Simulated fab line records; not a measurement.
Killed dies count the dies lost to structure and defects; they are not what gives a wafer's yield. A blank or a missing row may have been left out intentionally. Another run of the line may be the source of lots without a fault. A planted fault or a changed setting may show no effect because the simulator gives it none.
fab line records	flow sky130
[record] lots = 15	wafers = 45	last_day = 50
route steps=708 shown LOCAL_INTERCONNECT@389 CONTACT@417 METAL1@435
lots that met no fault: from a run of the same line without faults
start_h: hours from the record's first day to the start of the lot's first wafer shown	wait_h: hours elapsed since this lot's preceding step	" repeats the value in the row above	L1.1+2: one row covering several wafers at once	- no value, or no start was given	* or withheld: withheld	< > ~ a bound
route shown NAME@n: names a module that has steps shown in the file, with the first one's number in the route	usual: mean/standard deviation of fault-free wafers	same: alike in all rows	chamber/n: place in a boat	sites: readings site by site	_std_site: their standard deviation	_edge_site: the outer-site mean with the inner-site mean subtracted	radius_mm: for every site, how far away it sits from the centre of the wafer	mask NAME#n: copy n	behind: the most recent tool/chamber to have shaped the wafer	hold: cause of the lot's hold/its duration in hours/its outcome	device: transistor that didn't switch, given as n, p or np	end of line: tests run on the same wafers once the route is complete	step lacking rows: just its recipe	killed: dies that structure and defects cost at the first sort, which is not the same as the wafer's yield	map: dies across one wafer; x = killed, . = not, _ = none there
set.NAME: the setting that was run; set.NAME@STEP: the one run at that earlier step	model.NAME: the simulator's own value behind a step, which no gauge read
one table for each step of the route and one row for each wafer, over a sample of lots
services: when a tool's chamber went out of use (start_h, in hours from the record's first day, below 0 if earlier), for how many hours, and the reason
[[steps]]
[step SKY_LOCAL_INTERCONNECT_THK_MEAS_02]
[recipe] thk_meas_gauge = xrf	reads = TiN_of_LOCAL_INTERCONNECT_SPUTTER_00
[usual] LOCAL_INTERCONNECT_TIN_THK = 100.0/1.3
lot.wafer	tool	chamber	start_h	wait_h	LOCAL_INTERCONNECT_TIN_THK[nm]
L187.2	film_metro-02	-	679.75	0.1	101.8
L187.5	"	-	"	"	102.1
L187.6	"	-	"	"	102.0
L188.1	film_metro-01	-	688.17	0.1	98.5
L188.5	"	-	"	"	101.1
L188.6	"	-	"	"	99.8
L190.1	film_metro-01	-	706.10	0.1	100.9
L190.3	"	-	"	"	99.9
L190.5	"	-	"	"	100.1
L191.2	film_metro-03	-	710.30	0.1	100.7
L191.3	"	-	"	"	100.6
L191.4	"	-	"	"	100.5
L192.1	film_metro-03	-	718.17	0.1	100.8
L192.5	"	-	"	"	100.4
L192.6	"	-	"	"	100.6
L193.2	film_metro-02	-	730.41	0.1	100.0
L193.4	"	-	"	"	100.3
L193.6	"	-	"	"	99.9
L196.2	film_metro-03	-	757.34	0.1	102.4
L196.4	"	-	"	"	100.7
L196.5	"	-	"	"	102.7
L197.1	film_metro-01	-	772.09	0.1	99.8
L197.3	"	-	"	"	99.9
L197.6	"	-	"	"	99.6
L198.2	film_metro-02	-	777.26	0.1	100.6
L198.3	"	-	"	"	100.2
L198.6	"	-	"	"	100.1
L199.2	film_metro-02	-	779.63	0.1	99.1
L199.3	"	-	"	"	98.7
L199.4	"	-	"	"	101.4
L200.1	film_metro-03	-	782.59	0.1	99.1
L200.4	"	-	"	"	99.5
L200.5	"	-	"	"	99.2
L202.1	film_metro-01	-	803.26	0.1	101.9
L202.2	"	-	"	"	99.8
L202.3	"	-	"	"	99.8
L207.1	film_metro-03	-	846.89	0.1	98.2
L207.2	"	-	"	"	98.5
L207.4	"	-	"	"	99.6
L208.4	film_metro-03	-	850.87	0.1	99.0
L208.5	"	-	"	"	99.3
L208.6	"	-	"	"	98.8
L209.2	film_metro-01	-	853.75	0.1	99.0
L209.3	"	-	"	"	98.2
L209.5	"	-	"	"	98.4
[step SKY_CONTACT_EXPOSE_11]
[recipe] mask_id = CTM1	na = 0.8	source_shape = annular	sigma_inner = 0.55	sigma_outer = 0.85	target_cd_nm = 170	dose_mj = 38
[usual] exposure_dose_mJ_cm2 = 38.00/0.042	focus_offset_nm = 0.1/0.59	reticle_temp_C = 22.97/0.1
lot.wafer	tool	chamber	start_h	wait_h	mask	exposure_dose_mJ_cm2	focus_offset_nm	reticle_temp_C
L187.2	krf_scanner-01	0	725.43	-	CTM1#0	38.01	0.3	22.82
L187.5	"	0	"	"	CTM1#0	38.01	0.2	23.00
L187.6	"	0	"	"	CTM1#0	37.97	-1.0	22.87
L188.1	krf_scanner-01	0	733.06	-	CTM1#0	38.01	0.2	23.02
L188.5	"	0	"	"	CTM1#0	38.04	0.5	22.91
L188.6	"	0	"	"	CTM1#0	38.00	0.0	22.97
L190.1	krf_scanner-02	0	750.18	-	CTM1#0	38.01	-0.3	23.15
L190.3	"	0	"	"	CTM1#0	38.07	-0.3	23.05
L190.5	"	0	"	"	CTM1#0	38.00	-0.6	23.04
L191.2	krf_scanner-02	0	754.53	-	CTM1#0	38.01	0.6	22.83
L191.3	"	0	"	"	CTM1#0	38.00	0.7	22.74
L191.4	"	0	"	"	CTM1#0	38.05	0.8	22.86
L192.1	krf_scanner-02	0	761.07	-	CTM1#0	38.03	0.5	22.92
L192.5	"	0	"	"	CTM1#0	38.02	-0.5	22.95
L192.6	"	0	"	"	CTM1#0	38.00	-0.1	22.89
L193.2	krf_scanner-02	0	773.68	-	CTM1#0	38.05	0.5	23.13
L193.4	"	0	"	"	CTM1#0	38.02	0.4	23.02
L193.6	"	0	"	"	CTM1#0	38.01	-0.1	23.10
L196.2	krf_scanner-02	0	800.65	-	CTM1#0	38.05	1.2	22.89
L196.4	"	0	"	"	CTM1#0	38.02	0.9	23.05
L196.5	"	0	"	"	CTM1#0	38.06	0.2	23.04
L197.1	krf_scanner-01	0	814.99	-	CTM1#0	38.01	0.6	22.98
L197.3	"	0	"	"	CTM1#0	38.00	0.0	22.89
L197.6	"	0	"	"	CTM1#0	38.02	0.6	22.87
L198.2	krf_scanner-01	-	820.60	-	CTM1#0	-	-	-
L198.3	"	-	"	"	CTM1#0	-	-	-
L198.6	"	-	"	"	CTM1#0	-	-	-
L199.2	krf_scanner-02	-	823.06	-	CTM1#0	-	-	-
L199.3	"	-	"	"	CTM1#0	-	-	-
L199.4	"	-	"	"	CTM1#0	-	-	-
L200.1	krf_scanner-02	-	825.82	-	CTM1#0	-	-	-
L200.4	"	-	"	"	CTM1#0	-	-	-
L200.5	"	-	"	"	CTM1#0	-	-	-
L202.1	krf_scanner-02	0	845.82	-	CTM1#0	37.92	-0.2	22.96
L202.2	"	0	"	"	CTM1#0	37.95	-1.2	22.83
L202.3	"	0	"	"	CTM1#0	37.93	-0.6	22.83
L207.1	krf_scanner-02	0	886.92	-	CTM1#0	37.93	0.2	22.95
L207.2	"	0	"	"	CTM1#0	37.91	0.2	22.93
L207.4	"	0	"	"	CTM1#0	37.93	0.5	22.98
L208.4	krf_scanner-02	0	891.74	-	CTM1#0	38.03	-0.2	23.12
L208.5	"	0	"	"	CTM1#0	38.00	0.4	22.97
L208.6	"	0	"	"	CTM1#0	38.01	0.9	22.98
L209.2	krf_scanner-01	0	894.81	-	CTM1#0	38.05	-0.2	22.95
L209.3	"	0	"	"	CTM1#0	38.01	-0.3	23.05
L209.5	"	0	"	"	CTM1#0	37.99	-1.1	22.98
[step SKY_METAL1_SPUTTER_01]
[recipe] material = TiN	target_thk_nm = 20	power_w = 6500	time_s = 16.7	chamber_pressure_pa = 0.4
[usual] chamber_pressure_pa = 0.3999/0.0008	throttle_valve_pct = 29.5/0.84
lot.wafer	tool	chamber	start_h	wait_h	chamber_pressure_pa	throttle_valve_pct
L187.2	pvd_sputter-04	-	741.19	0.0	0.3995	28.7
L187.5	"	-	"	"	0.3986	29.8
L187.6	"	-	"	"	0.3995	29.5
L188.1	pvd_sputter-04	-	748.32	0.0	0.3993	31.3
L188.5	"	-	"	"	0.3985	30.9
L188.6	"	-	"	"	0.4003	28.7
L190.1	pvd_sputter-01	-	765.82	0.0	0.4006	29.2
L190.3	"	-	"	"	0.3992	30.7
L190.5	"	-	"	"	0.3990	28.9
L191.2	pvd_sputter-02	-	769.39	0.0	0.4001	29.1
L191.3	"	-	"	"	0.4007	29.7
L191.4	"	-	"	"	0.3995	30.0
L192.1	pvd_sputter-02	-	775.69	0.0	0.4004	28.3
L192.5	"	-	"	"	0.3998	27.8
L192.6	"	-	"	"	0.4009	29.0
L193.2	pvd_sputter-01	-	789.07	0.0	0.3998	30.3
L193.4	"	-	"	"	0.4001	30.5
L193.6	"	-	"	"	0.4006	30.3
L196.2	pvd_sputter-02	-	815.89	0.0	0.4003	28.0
L196.4	"	-	"	"	0.3991	30.0
L196.5	"	-	"	"	0.4020	28.9
L197.1	pvd_sputter-01	-	829.68	0.0	0.3994	29.3
L197.3	"	-	"	"	0.4004	29.9
L197.6	"	-	"	"	0.3994	28.7
L202.1	pvd_sputter-02	-	859.23	0.0	0.3983	29.7
L202.2	"	-	"	"	0.3993	30.4
L202.3	"	-	"	"	0.4014	29.3
L207.1	pvd_sputter-04	-	901.29	0.0	0.4003	29.5
L207.2	"	-	"	"	0.3990	30.9
L207.4	"	-	"	"	0.4006	29.4
L208.4	pvd_sputter-01	-	905.22	0.0	0.4013	28.9
L208.5	"	-	"	"	0.4001	30.6
L208.6	"	-	"	"	0.4008	28.6
L209.2	pvd_sputter-02	-	908.83	0.0	0.3997	30.5
L209.3	"	-	"	"	0.4011	29.7
L209.5	"	-	"	"	0.3999	30.3
[step SKY_METAL1_OVL_MEAS_16]
[usual] METAL1_OVL = -2/5.8
lot.wafer	tool	chamber	start_h	wait_h	METAL1_OVL[nm]
L187.2	overlay-02	-	770.09	0.1	-4
L187.5	"	-	"	"	-1
L187.6	"	-	"	"	2
L188.1	overlay-02	-	775.86	0.1	-2
L188.5	"	-	"	"	1
L188.6	"	-	"	"	-2
L190.1	overlay-02	-	793.34	0.1	-8
L190.3	"	-	"	"	-12
L190.5	"	-	"	"	-9
L191.2	overlay-01	-	797.24	0.1	7
L191.3	"	-	"	"	6
L191.4	"	-	"	"	10
L192.1	overlay-02	-	803.53	0.1	-5
L192.5	"	-	"	"	-7
L192.6	"	-	"	"	-11
L193.2	overlay-01	-	816.59	0.1	-7
L193.4	"	-	"	"	-2
L193.6	"	-	"	"	-1
L196.2	overlay-01	-	842.91	0.1	-1
L196.4	"	-	"	"	-2
L196.5	"	-	"	"	-1
L197.1	overlay-02	-	856.78	0.1	-7
L197.3	"	-	"	"	-8
L197.6	"	-	"	"	-5
L202.1	overlay-01	-	885.61	0.1	-14
L202.2	"	-	"	"	-9
L202.3	"	-	"	"	-10
L207.1	overlay-01	-	925.91	0.1	-10
L207.2	"	-	"	"	-6
L207.4	"	-	"	"	-8
L208.4	overlay-02	-	930.07	0.1	1
L208.5	"	-	"	"	-3
L208.6	"	-	"	"	-2
L209.2	overlay-02	-	933.59	0.1	-6
L209.3	"	-	"	"	-8
L209.5	"	-	"	"	-11
[[services]]
tool	chamber	start_h	hours	kind
krf_scanner-02	-	702.61	1.0	pm
krf_scanner-02	-	735.08	1.3	pm
krf_scanner-01	-	749.90	0.8	pm
krf_scanner-02	-	755.69	3.6	pm
krf_scanner-02	-	769.24	4.4	pm
pvd_sputter-02	-	770.07	2.0	repair
pvd_sputter-04	-	780.42	2.2	repair
krf_scanner-02	-	789.79	0.8	pm
pvd_sputter-01	-	791.37	15.1	repair
pvd_sputter-01	-	795.19	0.5	repair
krf_scanner-02	-	813.25	1.4	repair
pvd_sputter-04	-	814.06	4.8	repair
krf_scanner-01	-	850.77	2.4	repair
krf_scanner-01	-	855.09	1.0	pm
krf_scanner-02	-	871.61	1.0	pm
krf_scanner-01	-	875.63	1.3	pm
pvd_sputter-04	-	888.09	2.7	repair
pvd_sputter-02	-	898.85	0.9	repair
krf_scanner-02	-	900.38	4.8	repair
[[key]]
[first_sign] step = SKY_CONTACT_EXPOSE_11	reading = tool_record	direction = missing
effect none on later readings
met_at SKY_CONTACT_EXPOSE_11
struck_lots L198,L199,L200
later_rows_left_out L198.2,L198.3,L198.6,L199.2,L199.3,L199.4,L200.1,L200.4,L200.5
sort_left_out L198.2,L198.3,L198.6,L199.2,L199.3,L199.4,L200.1,L200.4,L200.5
tester_left_out L198,L199,L200
not_acting_at SKY_LOCAL_INTERCONNECT_THK_MEAS_02,SKY_METAL1_SPUTTER_01,SKY_METAL1_OVL_MEAS_16
onset_between 814.99 820.60
[fault] kind = skipped_step_whole	tool = krf_scanner-01,krf_scanner-02	chamber = -	onset_h = 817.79	steps = SKY_CONTACT_EXPOSE_11	scope = struck_lots_only
// tester_left_out: of these lots the tester's yield and bins aren't shown, on N5 and GAA mostly nor the transistor test; their killed dies are dies lost to structure and defects alone, not to doping, threshold or leakage, so they don't give the yield
// sort_left_out: the simulated sort isn't trusted on such a fault, so these wafers' sort isn't shown, and their yield isn't known
// later_rows_left_out: the simulator's readings of these wafers behind a module that went badly wrong aren't trusted and aren't shown, but for the sort
